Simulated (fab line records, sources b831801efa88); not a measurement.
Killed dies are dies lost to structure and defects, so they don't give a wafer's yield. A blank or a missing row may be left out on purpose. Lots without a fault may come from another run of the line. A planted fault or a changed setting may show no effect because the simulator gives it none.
fab line records | flow gf180mcu
record lots=14 wafers=42 last_day=34
route steps=602 shown STI@5 MVPSD@85 VT_IMPLANT@97
lots that met no fault: from a run of the same line without faults
start_h: hours from the record's first day to the start of the lot's first wafer shown | wait_h: hours since the lot's step before | " the same as in the row above | L1.1+2: a row that stands for several wafers | - no value, or no start given | * or withheld: withheld | < > ~ a bound
route shown NAME@n: a module of which the file shows steps, and the number in the route of the first | usual: mean/standard deviation of fault-free wafers | same: alike in all rows | chamber/n: place in a boat | sites: the reading at each site | _std_site: their standard deviation | _edge_site: outer sites' mean less inner sites' | radius_mm: how far each site lies from the wafer's centre | mask NAME#n: copy n | behind: the tool/chamber that last shaped the wafer | hold: why the lot was held/for how many hours/how that ended | device: the transistor (n, p or np) that didn't switch | end of line: the same wafers' tests at the end of the route | a step without rows: its recipe alone | killed: dies lost to structure and defects at the first sort, not the wafer's yield | map: a wafer's dies, x killed, . not, _ none there
set.NAME: the setting as run; set.NAME@STEP: as run at that earlier step | model.NAME: the simulator's own value behind a step, which no gauge read
steps of the route over a sample of lots; a table a step, a row a wafer
services: from which hour (start_h, from the record's first day; less than 0 if before it) a tool's chamber was out of use, for how many hours, and why
## steps
# step GF_STI_THK_MEAS_04
# recipe reads=Si3N4_of_STI_CVD_03
# usual STI_CVD_03_THK=207.7/2
# columns lot.wafer tool chamber start_h wait_h STI_CVD_03_THK[nm]
L386.2 film_metro-01 - 13.57 0.0 208.3
L386.3 " - " " 209.1
L386.5 " - " " 209.2
L387.3 film_metro-02 - 19.07 0.0 203.6
L387.4 " - " " 205.4
L387.6 " - " " 205.8
L389.4 film_metro-02 - 29.92 0.0 209.3
L389.5 " - " " 211.8
L389.6 " - " " 210.6
L392.3 film_metro-01 - 43.58 0.0 208.4
L392.4 " - " " 209.7
L392.6 " - " " 208.5
L394.2 film_metro-01 - 53.75 0.0 206.9
L394.4 " - " " 208.0
L394.5 " - " " 207.4
L395.1 film_metro-02 - 58.63 0.0 211.7
L395.4 " - " " 210.6
L395.6 " - " " 212.0
L396.3 film_metro-04 - 63.58 0.0 208.0
L396.4 " - " " 209.1
L396.5 " - " " 209.5
L398.2 film_metro-02 - 73.57 0.0 208.9
L398.3 " - " " 211.8
L398.5 " - " " 208.4
L401.2 film_metro-02 - 88.57 0.0 207.5
L401.3 " - " " 205.8
L401.5 " - " " 207.0
L405.3 film_metro-01 - 109.65 0.0 205.1
L405.4 " - " " 205.1
L405.6 " - " " 205.6
L406.1 film_metro-04 - 113.56 0.0 203.4
L406.4 " - " " 203.7
L406.6 " - " " 203.9
L407.2 film_metro-02 - 120.64 0.0 205.5
L407.3 " - " " 206.3
L407.6 " - " " 204.9
L408.2 film_metro-04 - 125.61 0.0 207.0
L408.5 " - " " 208.7
L408.6 " - " " 207.3
L409.4 film_metro-04 - 130.04 0.1 206.1
L409.5 " - " " 206.5
L409.6 " - " " 206.8
# step GF_MVPSD_OVL_MEAS_07
# usual MVPSD_OVL=-0.1/1.2
# columns lot.wafer tool chamber start_h wait_h MVPSD_OVL[nm]
L386.2 overlay-02 - 96.31 - -1.1
L386.3 " - " " 0.4
L386.5 " - " " -0.9
L387.3 overlay-02 - 101.96 - -0.6
L387.4 " - " " -0.8
L387.6 " - " " -0.3
L389.4 overlay-01 - 115.96 - 1.8
L389.5 " - " " -0.8
L389.6 " - " " 0.9
L392.3 overlay-02 - 130.86 - -0.5
L392.4 " - " " -1.6
L392.6 " - " " -1.5
L394.2 overlay-01 - 142.85 - 0.1
L394.4 " - " " -0.1
L394.5 " - " " 1.9
L395.1 overlay-02 - 150.22 - -0.4
L395.4 " - " " -1.0
L395.6 " - " " -1.6
L396.3 overlay-02 - 155.76 - 0.7
L396.4 " - " " 0.0
L396.5 " - " " -0.3
L398.2 overlay-01 - 166.43 - 1.7
L398.3 " - " " 1.9
L398.5 " - " " 1.1
L401.2 overlay-02 - 184.01 - -0.9
L401.3 " - " " 0.3
L401.5 " - " " -2.5
L405.3 overlay-01 - 212.73 - 0.9
L405.4 " - " " 2.5
L405.6 " - " " 2.2
L406.1 overlay-01 - 215.19 - 0.1
L406.4 " - " " -1.4
L406.6 " - " " 0.8
L407.2 overlay-01 - 223.75 - 0.3
L407.3 " - " " 0.3
L407.6 " - " " 1.4
L408.2 overlay-01 - 228.85 - 1.6
L408.5 " - " " -1.1
L408.6 " - " " 0.3
L409.4 overlay-02 - 234.96 - -2.3
L409.5 " - " " -1.8
L409.6 " - " " -2.8
# step GF_VT_IMPLANT_OVL_MEAS_07
# usual VT_IMPLANT_OVL=1.1/1.2
# columns lot.wafer tool chamber start_h wait_h VT_IMPLANT_OVL[nm]
L386.2 overlay-02 - 110.63 0.1 1.9
L386.3 " - " " 1.2
L386.5 " - " " 0.6
L387.3 overlay-02 - 116.91 0.1 -0.4
L387.4 " - " " 2.9
L387.6 " - " " 2.1
L389.4 overlay-01 - 130.51 0.1 0.1
L389.5 " - " " 1.2
L389.6 " - " " 1.2
L392.3 overlay-02 - 146.54 0.1 0.1
L392.4 " - " " -0.2
L392.6 " - " " 0.6
L394.2 overlay-02 - 158.54 0.1 -0.2
L394.4 " - " " -1.6
L394.5 " - " " 1.5
L395.1 overlay-02 - 166.72 0.1 2.4
L395.4 " - " " 2.2
L395.6 " - " " -0.7
L396.3 overlay-02 - 172.20 0.1 2.0
L396.4 " - " " 1.4
L396.5 " - " " -0.7
L398.2 overlay-02 - 183.03 0.1 0.3
L398.3 " - " " 1.1
L398.5 " - " " 2.2
L401.2 overlay-01 - 200.90 0.1 1.1
L401.3 " - " " 3.3
L401.5 " - " " 3.1
L405.3 overlay-01 - 230.85 0.1 0.2
L405.4 " - " " 1.4
L405.6 " - " " 0.4
L406.1 overlay-01 - 233.17 0.1 0.3
L406.4 " - " " -1.3
L406.6 " - " " 1.8
L407.2 overlay-01 - 241.99 0.1 2.5
L407.3 " - " " 2.8
L407.6 " - " " 3.8
L408.2 overlay-01 - 247.34 0.1 2.6
L408.5 " - " " 1.7
L408.6 " - " " 3.8
L409.4 overlay-01 - 254.26 0.1 1.2
L409.5 " - " " 0.5
L409.6 " - " " 2.1
# step GF_VT_IMPLANT_IMPLANT_41
# recipe species=As energy_kev=70 dose_cm2=1.013e+12 tilt_deg=7
# usual beam_energy_keV=69.993/0.024 dose_ions_cm2=1.0132e+12/1.2e+09 faraday_current_uA=5.72/0.11
# columns lot.wafer tool chamber start_h wait_h beam_energy_keV dose_ions_cm2 faraday_current_uA
L386.2 implanter-01 0 154.83 0.0 69.938 1.0126e+12 5.47
L386.3 " 0 " " 69.978 1.0141e+12 5.65
L386.5 " 0 " " 69.977 1.0127e+12 5.56
L387.3 implanter-04 0 162.67 0.1 69.944 1.0121e+12 5.93
L387.4 " 0 " " 70.002 1.0131e+12 5.74
L387.6 " 0 " " 70.021 1.0122e+12 5.67
L389.4 implanter-01 0 178.13 0.1 69.985 1.0136e+12 5.78
L389.5 " 0 " " 69.984 1.0129e+12 5.76
L389.6 " 0 " " 70.011 1.0136e+12 5.82
L392.3 implanter-01 0 194.52 0.1 70.010 1.0154e+12 5.83
L392.4 " 0 " " 69.966 1.0132e+12 5.69
L392.6 " 0 " " 69.971 1.0131e+12 5.74
L394.2 implanter-01 0 208.13 0.0 69.993 1.012e+12 5.68
L394.4 " 0 " " 70.036 1.012e+12 5.46
L394.5 " 0 " " 69.959 1.0122e+12 5.96
L395.1 implanter-03 0 218.32 0.0 70.003 1.015e+12 5.74
L395.4 " 0 " " 70.011 1.0122e+12 5.90
L395.6 " 0 " " 69.999 1.0139e+12 5.81
L396.3 implanter-03 0 223.77 0.1 69.983 1.011e+12 5.78
L396.4 " 0 " " 69.970 1.0114e+12 5.66
L396.5 " 0 " " 69.972 1.0135e+12 5.90
L398.2 implanter-03 0 235.83 0.0 89.069 1.0151e+12 5.56
L398.3 " 0 " " 89.055 1.0144e+12 5.74
L398.5 " 0 " " 89.117 1.015e+12 5.60
L401.2 implanter-03 0 255.25 0.0 89.109 1.0119e+12 5.72
L401.3 " 0 " " 89.077 1.0133e+12 5.63
L401.5 " 0 " " 89.111 1.0125e+12 5.68
L405.3 implanter-01 0 287.83 0.1 70.012 1.0125e+12 5.71
L405.4 " 0 " " 70.020 1.0126e+12 5.79
L405.6 " 0 " " 70.034 1.0128e+12 5.99
L406.1 implanter-01 0 291.47 0.0 70.014 1.013e+12 5.71
L406.4 " 0 " " 69.990 1.0145e+12 5.75
L406.6 " 0 " " 70.017 1.0136e+12 5.72
L407.2 implanter-01 0 300.90 0.0 69.971 1.0108e+12 5.86
L407.3 " 0 " " 70.011 1.0142e+12 5.69
L407.6 " 0 " " 70.026 1.0145e+12 5.61
L408.2 implanter-04 0 305.93 0.0 70.014 1.0141e+12 5.72
L408.5 " 0 " " 70.007 1.0122e+12 5.80
L408.6 " 0 " " 70.014 1.0119e+12 5.69
L409.4 implanter-04 0 313.60 0.1 69.993 1.0104e+12 5.84
L409.5 " 0 " " 70.004 1.0136e+12 5.72
L409.6 " 0 " " 69.995 1.0125e+12 5.79
# step GF_VT_IMPLANT_TW_MEAS_43
# usual VT_IMPLANT_4_TW=685/6.4
# columns lot.wafer tool chamber start_h wait_h hold VT_IMPLANT_4_TW
L386.2 film_metro-03 - 155.07 0.1 - 689
L386.3 " - " " - 689
L386.5 " - " " - 695
L387.3 film_metro-02 - 162.89 0.1 - 687
L387.4 " - " " - 688
L387.6 " - " " - 685
L389.4 film_metro-02 - 178.34 0.1 - 687
L389.5 " - " " - 691
L389.6 " - " " - 687
L392.3 film_metro-01 - 194.74 0.1 - 675
L392.4 " - " " - 679
L392.6 " - " " - 675
L394.2 film_metro-01 - 208.37 0.1 - 676
L394.4 " - " " - 674
L394.5 " - " " - 676
L395.1 film_metro-03 - 218.57 0.1 - 691
L395.4 " - " " - 693
L395.6 " - " " - 693
L396.3 film_metro-01 - 223.99 0.1 - 681
L396.4 " - " " - 681
L396.5 " - " " - 680
L398.2 film_metro-02 - 236.07 0.1 await_dispo/0.2h/release 740
L398.3 " - " " await_dispo/0.2h/release 735
L398.5 " - " " await_dispo/0.2h/release 736
L398.2 film_metro-02 - 236.29 0.2 - 734
L398.3 " - " " - 735
L398.5 " - " " - 736
L401.2 film_metro-03 - 255.49 0.1 await_dispo/0.2h/release 740
L401.3 " - " " await_dispo/0.2h/release 739
L401.5 " - " " await_dispo/0.2h/release 743
L401.2 film_metro-03 - 255.76 0.3 - 738
L401.3 " - " " - 740
L401.5 " - " " - 741
L405.3 film_metro-01 - 288.05 0.1 - 676
L405.4 " - " " - 680
L405.6 " - " " - 676
L406.1 film_metro-01 - 291.72 0.1 - 682
L406.4 " - " " - 676
L406.6 " - " " - 674
L407.2 film_metro-01 - 301.14 0.1 - 678
L407.3 " - " " - 676
L407.6 " - " " - 675
L408.2 film_metro-02 - 306.17 0.1 - 685
L408.5 " - " " - 688
L408.6 " - " " - 688
L409.4 film_metro-03 - 313.80 0.1 - 689
L409.5 " - " " - 689
L409.6 " - " " - 692
## services
# columns tool chamber start_h hours kind
implanter-03 - 151.56 58.8 pm
implanter-04 - 194.09 4.4 repair
implanter-04 - 212.19 4.9 repair
implanter-01 - 262.17 1.2 repair
implanter-04 - 281.47 3.7 repair
implanter-01 - 302.69 4.9 pm
## key
first_sign step=GF_VT_IMPLANT_IMPLANT_41 reading=beam_energy_keV direction=up sigmas=99+ usual=69.993 struck=89.090
effect step=GF_VT_IMPLANT_TW_MEAS_43 reading=visit direction=added
effect step=GF_VT_IMPLANT_TW_MEAS_43 reading=VT_IMPLANT_4_TW direction=up sigmas=8.3 usual=685 struck=739
met_at GF_VT_IMPLANT_IMPLANT_41
struck_lots L398,L401
tester_left_out L398,L401
not_acting_at GF_STI_THK_MEAS_04,GF_MVPSD_OVL_MEAS_07,GF_VT_IMPLANT_OVL_MEAS_07
onset_between 223.77 235.83
fault kind=process_parameter_drift tool=implanter-03 chamber=- onset_h=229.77 steps=GF_VT_IMPLANT_IMPLANT_41 channel=energy_kev offset=19.089 shape=step end_h=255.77 acts_in=these_recipes_only stated=70
# tester_left_out: of these lots the tester's yield and bins aren't shown, on N5 and GAA mostly nor the transistor test; their killed dies are dies lost to structure and defects alone, not to doping, threshold or leakage, so they don't give the yield
